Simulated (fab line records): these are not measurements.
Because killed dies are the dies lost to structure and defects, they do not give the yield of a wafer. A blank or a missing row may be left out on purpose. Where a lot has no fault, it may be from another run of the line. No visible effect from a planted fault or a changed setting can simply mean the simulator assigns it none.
Comparing a struck lot with a sound one | flow gf180mcu | 15 out of 602 route steps
Sound: the wafers L528.1, L528.2, L528.3. Wafers struck: L541.2, L541.5, L541.6. The cause comes at the end.
At each step with rows: each side's tool, then ch and its chambers, then its first start. Under that, the readings that differ: sound wafers | struck wafers | difference of the means | sigmas: that difference in standard deviations of wafers without a fault.
alike: a reading whose means differ by less than 2 such deviations, as well as words and numbers matching on both sides. not compared: withheld readings; readings where some wafer has no value; bounds like >300 that might hide an equal value; numbers whose values overlap and for which the record gives no deviation.
Wherever a step has rows on one side only, a row that says differs or no value, or a row with sigmas, the two part there. When numbers do not overlap yet have no deviation, they are printed without sigmas and do not part them. A reading missing from all wafers of one side parts the sides only when that side holds two or more wafers.

GF_VT_IMPLANT_OVL_MEAS_18:
  sound on overlay-01, day 6 13:47; struck on overlay-02, day 9 22:27
  alike: VT_IMPLANT_01_OVL
after that, 1 step had no rows for these wafers: GF_VT_IMPLANT_IMPLANT_19.
GF_VT_IMPLANT_STRIP_20: strips in O2/N2.
  sound on plasma_asher-03 ch 0,1, day 6 13:59; struck on plasma_asher-03 ch 0,1, day 9 22:38
  alike: drypump_motor_current_A, heater_power_w, oes_product_au, strip_time_to_endpoint_s
  not compared: rf_hours_counter_h
GF_VT_IMPLANT_TW_MEAS_21:
  sound on film_metro-03, day 6 14:05; struck on film_metro-01, day 9 22:44
  alike: VT_IMPLANT_2_TW
then, 7 steps without rows for these wafers: GF_VT_IMPLANT_DEHYDRATE_22 (time 60 s); GF_VT_IMPLANT_HMDS_23 (prime time 60 s); GF_VT_IMPLANT_COAT_24 (resist thk 1000 nm); GF_VT_IMPLANT_SOFTBAKE_25 (time 60 s); GF_VT_IMPLANT_EXPOSE_26 (exposes mask LVPWELL HV AREA, target cd 860 nm); GF_VT_IMPLANT_PEB_27; GF_VT_IMPLANT_DEVELOP_28 (develop time 60 s).
GF_VT_IMPLANT_OVL_MEAS_29:
  sound on overlay-01, day 7 05:00; struck on overlay-02, day 10 16:27
  alike: VT_IMPLANT_02_OVL
GF_VT_IMPLANT_IMPLANT_30:
  sound on implanter-04 ch 0, day 7 05:02; struck on implanter-03 ch 0, day 10 16:30
  reading                   | sound             | struck            | difference | sigmas
  implant_ion_amu           | 11 11 11          | 31 31 31          | +20        |
  model.implant.rp_nm (nm)  | 82.89 82.89 82.89 | 32.09 32.09 32.09 | -50.80     |
  model.implant.drp_nm (nm) | 35.62 35.62 35.62 | 14.84 14.84 14.84 | -20.78     |
GF_VT_IMPLANT_STRIP_31: strips in O2/N2.
  sound on plasma_asher-01 ch 0,1, day 7 05:11; struck on plasma_asher-03 ch 0,1, day 10 16:38
  alike: drypump_motor_current_A, heater_power_w, oes_product_au, strip_time_to_endpoint_s
  not compared: rf_hours_counter_h
GF_VT_IMPLANT_TW_MEAS_32:
  sound on film_metro-01, day 7 05:17; struck on film_metro-03, day 10 16:58
  reading         | sound             | struck            | difference | sigmas
  VT_IMPLANT_3_TW | 272.0 272.1 272.8 | 516.8 516.2 515.1 | +243.7     | +90
  not compared: hold

WHERE THEY PART
Only at GF_VT_IMPLANT_TW_MEAS_32, as far as this record shows.

WHY: the cause the simulator had injected
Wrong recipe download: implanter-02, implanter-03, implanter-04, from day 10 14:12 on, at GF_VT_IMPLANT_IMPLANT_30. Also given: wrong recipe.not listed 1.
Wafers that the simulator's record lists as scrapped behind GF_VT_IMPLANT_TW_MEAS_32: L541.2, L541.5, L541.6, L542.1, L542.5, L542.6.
